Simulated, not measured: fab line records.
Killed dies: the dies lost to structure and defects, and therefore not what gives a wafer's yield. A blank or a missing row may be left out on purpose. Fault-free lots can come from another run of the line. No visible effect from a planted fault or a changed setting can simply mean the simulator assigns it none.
The tool behind it: which one? || flow gf180mcu || 72 wafers from 24 lots sampled at 5 of the route's 602 steps

WHAT THE GAUGES SHOWED, per wafer
GF_V4_THK_MEAS_03.
{"lot": "L074", "measured": "day 24 02:35", "on": "film metro-04", "V4_CVD_02_THK (nm)": "856 868 877"}
{"lot": "L075", "measured": "day 24 03:14", "on": "film metro-01", "V4_CVD_02_THK (nm)": "834 828 837"}
{"lot": "L076", "measured": "day 24 15:02", "on": "film metro-04", "V4_CVD_02_THK (nm)": "843 862 866"}
{"lot": "L077", "measured": "day 24 20:37", "on": "film metro-01", "V4_CVD_02_THK (nm)": "856 857 872"}
{"lot": "L078", "measured": "day 25 01:11", "on": "film metro-02", "V4_CVD_02_THK (nm)": "840 852 853"}
{"lot": "L079", "measured": "day 25 03:42", "on": "film metro-04", "V4_CVD_02_THK (nm)": "845 861 854"}
{"lot": "L080", "measured": "day 25 16:30", "on": "film metro-02", "V4_CVD_02_THK (nm)": "839 857 850"}
{"lot": "L081", "measured": "day 25 22:21", "on": "film metro-01", "V4_CVD_02_THK (nm)": "847 851 849"}
{"lot": "L082", "measured": "day 26 09:37", "on": "film metro-02", "V4_CVD_02_THK (nm)": "852 874 863"}
{"lot": "L083", "measured": "day 27 02:56", "on": "film metro-04", "V4_CVD_02_THK (nm)": "863 847 870"}
{"lot": "L084", "measured": "day 27 04:46", "on": "film metro-04", "V4_CVD_02_THK (nm)": "841 846 853"}
{"lot": "L085", "measured": "day 27 07:59", "on": "film metro-04", "V4_CVD_02_THK (nm)": "850 858 872"}
{"lot": "L086", "measured": "day 27 16:23", "on": "film metro-04", "V4_CVD_02_THK (nm)": "835 830 858"}
{"lot": "L087", "measured": "day 28 02:07", "on": "film metro-01", "V4_CVD_02_THK (nm)": "840 860 841"}
{"lot": "L088", "measured": "day 28 07:56", "on": "film metro-04", "V4_CVD_02_THK (nm)": "854 861 857"}
{"lot": "L089", "measured": "day 28 10:37", "on": "film metro-01", "V4_CVD_02_THK (nm)": "838 857 858"}
{"lot": "L090", "measured": "day 28 16:32", "on": "film metro-04", "V4_CVD_02_THK (nm)": "853 848 851"}
{"lot": "L091", "measured": "day 29 01:44", "on": "film metro-04", "V4_CVD_02_THK (nm)": "829 840 846"}
{"lot": "L092", "measured": "day 29 05:40", "on": "film metro-04", "V4_CVD_02_THK (nm)": "846 843 863"}
{"lot": "L093", "measured": "day 29 18:17", "on": "film metro-01", "V4_CVD_02_THK (nm)": "844 849 868"}
{"lot": "L094", "measured": "day 29 22:38", "on": "film metro-02", "V4_CVD_02_THK (nm)": "840 836 852"}
{"lot": "L095", "measured": "day 30 05:43", "on": "film metro-02", "V4_CVD_02_THK (nm)": "838 836 853"}
{"lot": "L096", "measured": "day 30 11:18", "on": "film metro-02", "V4_CVD_02_THK (nm)": "835 835 849"}
{"lot": "L097", "measured": "day 30 15:32", "on": "film metro-02", "V4_CVD_02_THK (nm)": "855 862 875"}

GF_V4_BOW_MEAS_05.
{"lot": "L074", "measured": "day 24 02:58", "on": "film metro-01", "V4_BOW (um)": "132 128 136"}
{"lot": "L075", "measured": "day 24 03:36", "on": "film metro-01", "V4_BOW (um)": "125 129 131"}
{"lot": "L076", "measured": "day 24 15:25", "on": "film metro-02", "V4_BOW (um)": "140 142 152"}
{"lot": "L077", "measured": "day 24 20:59", "on": "film metro-04", "V4_BOW (um)": "127 132 140"}
{"lot": "L078", "measured": "day 25 01:32", "on": "film metro-04", "V4_BOW (um)": "136 134 138"}
{"lot": "L079", "measured": "day 25 04:05", "on": "film metro-02", "V4_BOW (um)": "132 128 131"}
{"lot": "L080", "measured": "day 25 17:18", "on": "film metro-02", "V4_BOW (um)": "131 120 127"}
{"lot": "L081", "measured": "day 25 22:43", "on": "film metro-04", "V4_BOW (um)": "127 131 131"}
{"lot": "L082", "measured": "day 26 09:59", "on": "film metro-01", "V4_BOW (um)": "132 120 123"}
{"lot": "L083", "measured": "day 27 03:18", "on": "film metro-04", "V4_BOW (um)": "137 136 132"}
{"lot": "L084", "measured": "day 27 05:08", "on": "film metro-04", "V4_BOW (um)": "148 133 148"}
{"lot": "L085", "measured": "day 27 08:26", "on": "film metro-04", "V4_BOW (um)": "136 147 139"}
{"lot": "L086", "measured": "day 27 16:45", "on": "film metro-04", "V4_BOW (um)": "126 133 125"}
{"lot": "L087", "measured": "day 28 02:28", "on": "film metro-04", "V4_BOW (um)": "137 142 141"}
{"lot": "L088", "measured": "day 28 08:19", "on": "film metro-01", "V4_BOW (um)": "137 130 134"}
{"lot": "L089", "measured": "day 28 10:59", "on": "film metro-02", "V4_BOW (um)": "139 142 137"}
{"lot": "L090", "measured": "day 28 16:53", "on": "film metro-04", "V4_BOW (um)": "142 143 146"}
{"lot": "L091", "measured": "day 29 02:05", "on": "film metro-04", "V4_BOW (um)": "144 135 140"}
{"lot": "L092", "measured": "day 29 06:01", "on": "film metro-02", "V4_BOW (um)": "149 142 139"}
{"lot": "L093", "measured": "day 29 18:40", "on": "film metro-02", "V4_BOW (um)": "136 137 130"}
{"lot": "L094", "measured": "day 29 23:00", "on": "film metro-04", "V4_BOW (um)": "135 124 124"}
{"lot": "L095", "measured": "day 30 06:04", "on": "film metro-02", "V4_BOW (um)": "138 131 138"}
{"lot": "L096", "measured": "day 30 11:40", "on": "film metro-01", "V4_BOW (um)": "136 138 153"}
{"lot": "L097", "measured": "day 30 15:53", "on": "film metro-01", "V4_BOW (um)": "136 141 136"}

GF_V4_THK_MEAS_25: measures by xrf.
{"lot": "L074", "measured": "day 25 02:01", "on": "film metro-04", "V4_W_THK (nm)": "356 358 354"}
{"lot": "L075", "measured": "day 25 02:38", "on": "film metro-01", "V4_W_THK (nm)": "349 345 348"}
{"lot": "L076", "measured": "day 25 14:02", "on": "film metro-01", "V4_W_THK (nm)": "351 349 349"}
{"lot": "L077", "measured": "day 25 19:29", "on": "film metro-04", "V4_W_THK (nm)": "353 350 350"}
{"lot": "L078", "measured": "day 25 23:47", "on": "film metro-01", "V4_W_THK (nm)": "353 350 350"}
{"lot": "L079", "measured": "day 26 02:33", "on": "film metro-02", "V4_W_THK (nm)": "353 357 355"}
{"lot": "L080", "measured": "day 26 15:32", "on": "film metro-01", "V4_W_THK (nm)": "342 341 344"}
{"lot": "L081", "measured": "day 26 20:52", "on": "film metro-04", "V4_W_THK (nm)": "352 351 357"}
{"lot": "L082", "measured": "day 27 07:28", "on": "film metro-04", "V4_W_THK (nm)": "356 347 355"}
{"lot": "L083", "measured": "day 28 00:08", "on": "film metro-01", "V4_W_THK (nm)": "357 357 356"}
{"lot": "L084", "measured": "day 28 03:13", "on": "film metro-01", "V4_W_THK (nm)": "355 350 354"}
{"lot": "L085", "measured": "day 28 06:17", "on": "film metro-01", "V4_W_THK (nm)": "354 353 355"}
{"lot": "L086", "measured": "day 28 14:09", "on": "film metro-02", "V4_W_THK (nm)": "356 352 351"}
{"lot": "L087", "measured": "day 28 23:58", "on": "film metro-04", "V4_W_THK (nm)": "352 351 351"}
{"lot": "L088", "measured": "day 29 05:41", "on": "film metro-02", "V4_W_THK (nm)": "355 353 356"}
{"lot": "L089", "measured": "day 29 07:43", "on": "film metro-02", "V4_W_THK (nm)": "352 356 352"}
{"lot": "L090", "measured": "day 29 13:35", "on": "film metro-02", "V4_W_THK (nm)": "354 350 356"}
{"lot": "L091", "measured": "day 29 22:47", "on": "film metro-01", "V4_W_THK (nm)": "349 349 350"}
{"lot": "L092", "measured": "day 30 02:20", "on": "film metro-02", "V4_W_THK (nm)": "349 357 350"}
{"lot": "L093", "measured": "day 30 15:04", "on": "film metro-02", "V4_W_THK (nm)": "350 354 356"}
{"lot": "L094", "measured": "day 30 17:52", "on": "film metro-04", "V4_W_THK (nm)": "351 350 350"}
{"lot": "L095", "measured": "day 31 01:13", "on": "film metro-04", "V4_W_THK (nm)": "351 355 351"}
{"lot": "L096", "measured": "day 31 06:50", "on": "film metro-01", "V4_W_THK (nm)": "345 352 352"}
{"lot": "L097", "measured": "day 31 10:17", "on": "film metro-01", "V4_W_THK (nm)": "343 351 348"}

WHAT TOOL EACH LOT RAN ON (gives the tool, then ch and the chambers of the sampled wafers, and finally the start)
{"lot": "L074", "GF_M4_METAL_ETCH_16": "rie metal-03 ch 0,1, day 24 01:44", "GF_V4_STRIP_18": "plasma asher-04 ch 0,1, day 25 01:10"}
{"lot": "L075", "GF_M4_METAL_ETCH_16": "rie metal-04 ch 0,1, day 24 02:02", "GF_V4_STRIP_18": "plasma asher-04 ch 0,1, day 25 01:46"}
{"lot": "L076", "GF_M4_METAL_ETCH_16": "rie metal-04 ch 0,1, day 24 14:10", "GF_V4_STRIP_18": "plasma asher-01 ch 0,1, day 25 13:09"}
{"lot": "L077", "GF_M4_METAL_ETCH_16": "rie metal-04 ch 0, day 24 19:44", "GF_V4_STRIP_18": "plasma asher-03 ch 0,1, day 25 18:36"}
{"lot": "L078", "GF_M4_METAL_ETCH_16": "rie metal-04 ch 0,1, day 25 00:19", "GF_V4_STRIP_18": "plasma asher-03 ch 0,1, day 25 22:55"}
{"lot": "L079", "GF_M4_METAL_ETCH_16": "rie metal-02 ch 0,1, day 25 02:52", "GF_V4_STRIP_18": "plasma asher-03 ch 0,1, day 26 01:35"}
{"lot": "L080", "GF_M4_METAL_ETCH_16": "rie metal-04 ch 0,1, day 25 15:32", "GF_V4_STRIP_18": "plasma asher-03 ch 0,1, day 26 14:37"}
{"lot": "L081", "GF_M4_METAL_ETCH_16": "rie metal-02 ch 0, day 25 21:22", "GF_V4_STRIP_18": "plasma asher-01 ch 0,1, day 26 19:49"}
{"lot": "L082", "GF_M4_METAL_ETCH_16": "rie metal-03 ch 0,1, day 26 08:44", "GF_V4_STRIP_18": "plasma asher-01 ch 0,1, day 27 06:37"}
{"lot": "L083", "GF_M4_METAL_ETCH_16": "rie metal-03 ch 0,1, day 27 02:03", "GF_V4_STRIP_18": "plasma asher-01 ch 0,1, day 27 23:15"}
{"lot": "L084", "GF_M4_METAL_ETCH_16": "rie metal-02 ch 0,1, day 27 03:44", "GF_V4_STRIP_18": "plasma asher-01 ch 0,1, day 28 02:18"}
{"lot": "L085", "GF_M4_METAL_ETCH_16": "rie metal-04 ch 1, day 27 07:07", "GF_V4_STRIP_18": "plasma asher-01 ch 0, day 28 05:25"}
{"lot": "L086", "GF_M4_METAL_ETCH_16": "rie metal-02 ch 0,1, day 27 15:31", "GF_V4_STRIP_18": "plasma asher-03 ch 0,1, day 28 13:10"}
{"lot": "L087", "GF_M4_METAL_ETCH_16": "rie metal-04 ch 0,1, day 28 01:14", "GF_V4_STRIP_18": "plasma asher-04 ch 0,1, day 28 23:04"}
{"lot": "L088", "GF_M4_METAL_ETCH_16": "rie metal-03 ch 1, day 28 06:40", "GF_V4_STRIP_18": "plasma asher-03 ch 0,1, day 29 04:50"}
{"lot": "L089", "GF_M4_METAL_ETCH_16": "rie metal-03 ch 1, day 28 09:39", "GF_V4_STRIP_18": "plasma asher-04 ch 1, day 29 06:49"}
{"lot": "L090", "GF_M4_METAL_ETCH_16": "rie metal-03 ch 1, day 28 15:08", "GF_V4_STRIP_18": "plasma asher-03 ch 0,1, day 29 12:43"}
{"lot": "L091", "GF_M4_METAL_ETCH_16": "rie metal-02 ch 0,1, day 29 00:50", "GF_V4_STRIP_18": "plasma asher-03 ch 0,1, day 29 21:52"}
{"lot": "L092", "GF_M4_METAL_ETCH_16": "rie metal-04 ch 0,1, day 29 04:47", "GF_V4_STRIP_18": "plasma asher-03 ch 0,1, day 30 01:00"}
{"lot": "L093", "GF_M4_METAL_ETCH_16": "rie metal-02 ch 1, day 29 17:17", "GF_V4_STRIP_18": "plasma asher-03 ch 0,1, day 30 13:50"}
{"lot": "L094", "GF_M4_METAL_ETCH_16": "rie metal-02 ch 1, day 29 21:37", "GF_V4_STRIP_18": "plasma asher-04 ch 0,1, day 30 16:54"}
{"lot": "L095", "GF_M4_METAL_ETCH_16": "rie metal-03 ch 0,1, day 30 04:47", "GF_V4_STRIP_18": "plasma asher-03 ch 0,1, day 30 23:58"}
{"lot": "L096", "GF_M4_METAL_ETCH_16": "rie metal-04 ch 0,1, day 30 10:26", "GF_V4_STRIP_18": "plasma asher-04 ch 0,1, day 31 05:58"}
{"lot": "L097", "GF_M4_METAL_ETCH_16": "rie metal-02 ch 0,1, day 30 14:40", "GF_V4_STRIP_18": "plasma asher-04 ch 0,1, day 31 09:25"}
- GF_M4_METAL_ETCH_16: etches the open film in Cl2/BCl3, stops on SiO2, target depth 750.8 nm, time 125.1 s.
- GF_V4_STRIP_18: strips in O2/N2.

WHAT THE TOOLS THEMSELVES READ (means of the sampled wafers that have a number; where no wafer has one, the mark that the record gives instead)
GF_M4_METAL_ETCH_16.
{"lot": "L074", "tool": "rie metal-03", "drypump motor current A (A)": 6.0, "oes product au (a.u.)": 0.986, "throttle valve pct (%)": 28.231}
{"lot": "L075", "tool": "rie metal-04", "drypump motor current A (A)": 5.6, "oes product au (a.u.)": 0.993, "throttle valve pct (%)": 28.222}
{"lot": "L076", "tool": "rie metal-04", "drypump motor current A (A)": 5.5, "oes product au (a.u.)": 0.994, "throttle valve pct (%)": 28.226}
{"lot": "L077", "tool": "rie metal-04", "drypump motor current A (A)": 5.7, "oes product au (a.u.)": 0.995, "throttle valve pct (%)": 28.215}
{"lot": "L078", "tool": "rie metal-04", "drypump motor current A (A)": 5.6, "oes product au (a.u.)": 0.992, "throttle valve pct (%)": 28.229}
{"lot": "L079", "tool": "rie metal-02", "drypump motor current A (A)": 6.5, "oes product au (a.u.)": 0.989, "throttle valve pct (%)": 28.223}
{"lot": "L080", "tool": "rie metal-04", "drypump motor current A (A)": 5.6, "oes product au (a.u.)": 0.990, "throttle valve pct (%)": 28.231}
{"lot": "L081", "tool": "rie metal-02", "drypump motor current A (A)": 6.4, "oes product au (a.u.)": 0.989, "throttle valve pct (%)": 28.221}
{"lot": "L082", "tool": "rie metal-03", "drypump motor current A (A)": 6.1, "oes product au (a.u.)": 0.986, "throttle valve pct (%)": 28.230}
{"lot": "L083", "tool": "rie metal-03", "drypump motor current A (A)": 6.0, "oes product au (a.u.)": 0.991, "throttle valve pct (%)": 28.230}
{"lot": "L084", "tool": "rie metal-02", "drypump motor current A (A)": 6.6, "oes product au (a.u.)": 0.991, "throttle valve pct (%)": 28.220}
{"lot": "L085", "tool": "rie metal-04", "drypump motor current A (A)": 5.4, "oes product au (a.u.)": 0.981, "throttle valve pct (%)": 28.232}
{"lot": "L086", "tool": "rie metal-02", "drypump motor current A (A)": 6.5, "oes product au (a.u.)": 0.996, "throttle valve pct (%)": 28.225}
{"lot": "L087", "tool": "rie metal-04", "drypump motor current A (A)": 5.6, "oes product au (a.u.)": 0.991, "throttle valve pct (%)": 28.230}
{"lot": "L088", "tool": "rie metal-03", "drypump motor current A (A)": 5.9, "oes product au (a.u.)": 0.988, "throttle valve pct (%)": 28.237}
{"lot": "L089", "tool": "rie metal-03", "drypump motor current A (A)": 5.8, "oes product au (a.u.)": 0.986, "throttle valve pct (%)": 28.237}
{"lot": "L090", "tool": "rie metal-03", "drypump motor current A (A)": 5.8, "oes product au (a.u.)": 0.991, "throttle valve pct (%)": 28.236}
{"lot": "L091", "tool": "rie metal-02", "drypump motor current A (A)": 6.6, "oes product au (a.u.)": 0.995, "throttle valve pct (%)": 28.229}
{"lot": "L092", "tool": "rie metal-04", "drypump motor current A (A)": 5.6, "oes product au (a.u.)": 0.989, "throttle valve pct (%)": 28.224}
{"lot": "L093", "tool": "rie metal-02", "drypump motor current A (A)": 6.7, "oes product au (a.u.)": 0.991, "throttle valve pct (%)": 28.216}
{"lot": "L094", "tool": "rie metal-02", "drypump motor current A (A)": 6.6, "oes product au (a.u.)": 0.996, "throttle valve pct (%)": 28.233}
{"lot": "L095", "tool": "rie metal-03", "drypump motor current A (A)": 5.9, "oes product au (a.u.)": 0.989, "throttle valve pct (%)": 28.229}
{"lot": "L096", "tool": "rie metal-04", "drypump motor current A (A)": 5.5, "oes product au (a.u.)": 0.983, "throttle valve pct (%)": 28.239}
{"lot": "L097", "tool": "rie metal-02", "drypump motor current A (A)": 6.5, "oes product au (a.u.)": 0.994, "throttle valve pct (%)": 28.226}

GF_V4_STRIP_18.
{"lot": "L074", "tool": "plasma asher-04", "drypump motor current A (A)": 5.8, "heater power w (W)": 325, "n2 flow sccm (sccm)": 299.7, "oes product au (a.u.)": 0.597}
{"lot": "L075", "tool": "plasma asher-04", "drypump motor current A (A)": 6.1, "heater power w (W)": 327, "n2 flow sccm (sccm)": 300.1, "oes product au (a.u.)": 0.594}
{"lot": "L076", "tool": "plasma asher-01", "drypump motor current A (A)": 5.4, "heater power w (W)": 367, "n2 flow sccm (sccm)": 299.1, "oes product au (a.u.)": 0.595}
{"lot": "L077", "tool": "plasma asher-03", "drypump motor current A (A)": 6.0, "heater power w (W)": 318, "n2 flow sccm (sccm)": 299.6, "oes product au (a.u.)": 0.591}
{"lot": "L078", "tool": "plasma asher-03", "drypump motor current A (A)": 5.7, "heater power w (W)": 321, "n2 flow sccm (sccm)": 300.0, "oes product au (a.u.)": 0.596}
{"lot": "L079", "tool": "plasma asher-03", "drypump motor current A (A)": 6.0, "heater power w (W)": 316, "n2 flow sccm (sccm)": 299.8, "oes product au (a.u.)": 0.593}
{"lot": "L080", "tool": "plasma asher-03", "drypump motor current A (A)": 5.7, "heater power w (W)": 326, "n2 flow sccm (sccm)": 300.7, "oes product au (a.u.)": 0.594}
{"lot": "L081", "tool": "plasma asher-01", "drypump motor current A (A)": 5.4, "heater power w (W)": 367, "n2 flow sccm (sccm)": 301.4, "oes product au (a.u.)": 0.592}
{"lot": "L082", "tool": "plasma asher-01", "drypump motor current A (A)": 5.8, "heater power w (W)": 346, "n2 flow sccm (sccm)": 299.2, "oes product au (a.u.)": 0.595}
{"lot": "L083", "tool": "plasma asher-01", "drypump motor current A (A)": 5.8, "heater power w (W)": 348, "n2 flow sccm (sccm)": 299.6, "oes product au (a.u.)": 0.597}
{"lot": "L084", "tool": "plasma asher-01", "drypump motor current A (A)": 5.8, "heater power w (W)": 352, "n2 flow sccm (sccm)": 299.3, "oes product au (a.u.)": 0.592}
{"lot": "L085", "tool": "plasma asher-01", "drypump motor current A (A)": 6.1, "heater power w (W)": 335, "n2 flow sccm (sccm)": 299.9, "oes product au (a.u.)": 0.591}
{"lot": "L086", "tool": "plasma asher-03", "drypump motor current A (A)": 5.7, "heater power w (W)": 320, "n2 flow sccm (sccm)": 301.0, "oes product au (a.u.)": 0.594}
{"lot": "L087", "tool": "plasma asher-04", "drypump motor current A (A)": 6.1, "heater power w (W)": 329, "n2 flow sccm (sccm)": 300.7, "oes product au (a.u.)": 0.588}
{"lot": "L088", "tool": "plasma asher-03", "drypump motor current A (A)": 5.7, "heater power w (W)": 322, "n2 flow sccm (sccm)": 301.5, "oes product au (a.u.)": 0.590}
{"lot": "L089", "tool": "plasma asher-04", "drypump motor current A (A)": 6.5, "heater power w (W)": 338, "n2 flow sccm (sccm)": 299.6, "oes product au (a.u.)": 0.587}
{"lot": "L090", "tool": "plasma asher-03", "drypump motor current A (A)": 6.0, "heater power w (W)": 316, "n2 flow sccm (sccm)": 299.8, "oes product au (a.u.)": 0.595}
{"lot": "L091", "tool": "plasma asher-03", "drypump motor current A (A)": 6.0, "heater power w (W)": 317, "n2 flow sccm (sccm)": 300.6, "oes product au (a.u.)": 0.595}
{"lot": "L092", "tool": "plasma asher-03", "drypump motor current A (A)": 6.0, "heater power w (W)": 320, "n2 flow sccm (sccm)": 299.0, "oes product au (a.u.)": 0.587}
{"lot": "L093", "tool": "plasma asher-03", "drypump motor current A (A)": 5.7, "heater power w (W)": 322, "n2 flow sccm (sccm)": 300.1, "oes product au (a.u.)": 0.592}
{"lot": "L094", "tool": "plasma asher-04", "drypump motor current A (A)": 6.1, "heater power w (W)": 326, "n2 flow sccm (sccm)": 299.3, "oes product au (a.u.)": 0.595}
{"lot": "L095", "tool": "plasma asher-03", "drypump motor current A (A)": 5.7, "heater power w (W)": 318, "n2 flow sccm (sccm)": 299.7, "oes product au (a.u.)": 0.591}
{"lot": "L096", "tool": "plasma asher-04", "drypump motor current A (A)": 5.8, "heater power w (W)": 324, "n2 flow sccm (sccm)": 300.2, "oes product au (a.u.)": 0.589}
{"lot": "L097", "tool": "plasma asher-04", "drypump motor current A (A)": 6.2, "heater power w (W)": 337, "n2 flow sccm (sccm)": 299.7, "oes product au (a.u.)": 0.596}

THE ANSWER, worked out from the rows above alone
Rule: the usual values come from the lots themselves. Put in order of their means at a reading, lots are off if they are a third of the lots or fewer, leave a main group of 4 or more, and stand apart from it by a gap of 3 or more times the standard deviation of the main group's means; of several such gaps the widest counts. A main group is skipped when, at the precision printed for the reading in the tables above, its means are all equal. A lot without any number at a reading at which 4 lots or more have one is off too. Where the step has rows for the other lots, those lots are counted as sound. First the gauges in route order, then the tools' own readings, where a lot's mean is used as printed above. At the first step where some lot is off, the reading lying furthest off is the one used; lots without a number count as furthest.
No lot is off on any of the readings shown, so nothing can be concluded from this.

WHAT WAS PUT IN BY THE SIMULATOR
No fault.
